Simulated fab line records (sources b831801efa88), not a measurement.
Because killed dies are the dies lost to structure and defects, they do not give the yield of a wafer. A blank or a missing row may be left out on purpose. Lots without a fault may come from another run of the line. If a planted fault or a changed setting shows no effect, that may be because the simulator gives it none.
Which tool was responsible? | flow sfqLine | route of 325 steps, sampled at 1 step: 15 lots, 45 wafers

== WHAT THE GAUGES SHOWED, per wafer ==
The record holds no reading of a measuring or inspecting step that can be judged against a usual standard deviation.

== EACH LOT AND THE TOOL THAT RAN IT (in order: tool; ch and the chambers of the sampled wafers; start) ==
lot  | SFQ_TRILAYER_L0_BARC_OPEN_METAL_ETCH_010
L978 | rieMetal-01 ch 0,1, day 4 09:31
L979 | rieMetal-01 ch 0,1, day 4 17:55
L980 | rieMetal-01 ch 0,1, day 4 23:56
L981 | rieMetal-04 ch 0,1, day 5 05:56
L982 | rieMetal-01 ch 0,1, day 5 11:25
L983 | rieMetal-04 ch 1, day 5 16:13
L984 | rieMetal-04 ch 1, day 5 22:13
L985 | rieMetal-03 ch 0,1, day 6 01:49
L986 | rieMetal-01 ch 0,1, day 6 08:51
L987 | rieMetal-03 ch 0,1, day 6 13:40
L988 | rieMetal-04 ch 0,1, day 6 19:39
L993 | rieMetal-01 ch 0,1, day 7 20:39
L994 | rieMetal-04 ch 0,1, day 8 01:27
L995 | rieMetal-03 ch 0,1, day 8 08:39
L996 | rieMetal-03 ch 0,1, day 8 18:10
- SFQ_TRILAYER_L0_BARC_OPEN_METAL_ETCH_010: etches BARC in O2, target depth 125 nm, time 41.7 s.

== AS READ BY THE TOOLS THEMSELVES (means over the sampled wafers that have a number; for cases with no such wafer, the mark the record gives instead) ==
SFQ_TRILAYER_L0_BARC_OPEN_METAL_ETCH_010.
lot  | tool        | drypumpMotorCurrentA (A) | oesProductAu (a.u.) | rfFwdPowerW (W) | runLengthS (s)
L978 | rieMetal-01 | 5.59                     | 0.681               | 592.9           | 70.4
L979 | rieMetal-01 | 5.61                     | 0.685               | 591.0           | 70.6
L980 | rieMetal-01 | 5.60                     | 0.688               | 592.1           | 70.5
L981 | rieMetal-04 | 5.88                     | 0.683               | 593.7           | 72.6
L982 | rieMetal-01 | 5.59                     | 0.686               | 592.6           | 70.3
L983 | rieMetal-04 | 5.92                     | 0.683               | 594.8           | 69.7
L984 | rieMetal-04 | 5.93                     | 0.688               | 595.5           | 69.8
L985 | rieMetal-03 | 6.17                     | 0.682               | 595.4           | 69.8
L986 | rieMetal-01 | 5.60                     | 0.686               | 592.6           | 70.4
L987 | rieMetal-03 | 6.30                     | 0.679               | 594.6           | 70.0
L988 | rieMetal-04 | 5.83                     | 0.689               | 593.8           | 69.5
L993 | rieMetal-01 | 5.61                     | 0.814               | 590.2           | 60.8
L994 | rieMetal-04 | 5.83                     | 0.819               | 590.5           | 60.1
L995 | rieMetal-03 | 6.16                     | 0.815               | 592.0           | 60.2
L996 | rieMetal-03 | 6.31                     | 0.815               | 591.4           | 60.6

== THE ANSWER, worked out from the rows above alone ==
Rule: usual is defined by the lots themselves. The widest of any qualifying gaps counts: lots, ordered by their means at a reading, are off when they make up no more than a third of the lots, leave a main group of 4 or more, and stand apart from it by 3 or more times the standard deviation of that group's means. A main group is skipped when, at the precision printed for the reading in the tables above, its means are all equal. A lot without any number at a reading at which 4 lots or more have one is off too. Any other lot the step has rows for is counted as sound. Order of review: gauges by route order, followed by the tools' own readings, for which a lot's mean as printed above is used. The first step at which some lot is off is used, and at that step the reading that is off furthest; a lot without a number counts as furthest.
Off at SFQ_TRILAYER_L0_BARC_OPEN_METAL_ETCH_010 (oesProductAu): L993, L994, L995, L996. For the main group the mean is 0.685 a.u. and the standard deviation 0.0031.
A tool fits if, at that step or a process step before it, it ran every lot that is off, and no sound lot after the first of them. Not one of the candidates tried fits.

== WHAT THE SIMULATOR PUT IN ==
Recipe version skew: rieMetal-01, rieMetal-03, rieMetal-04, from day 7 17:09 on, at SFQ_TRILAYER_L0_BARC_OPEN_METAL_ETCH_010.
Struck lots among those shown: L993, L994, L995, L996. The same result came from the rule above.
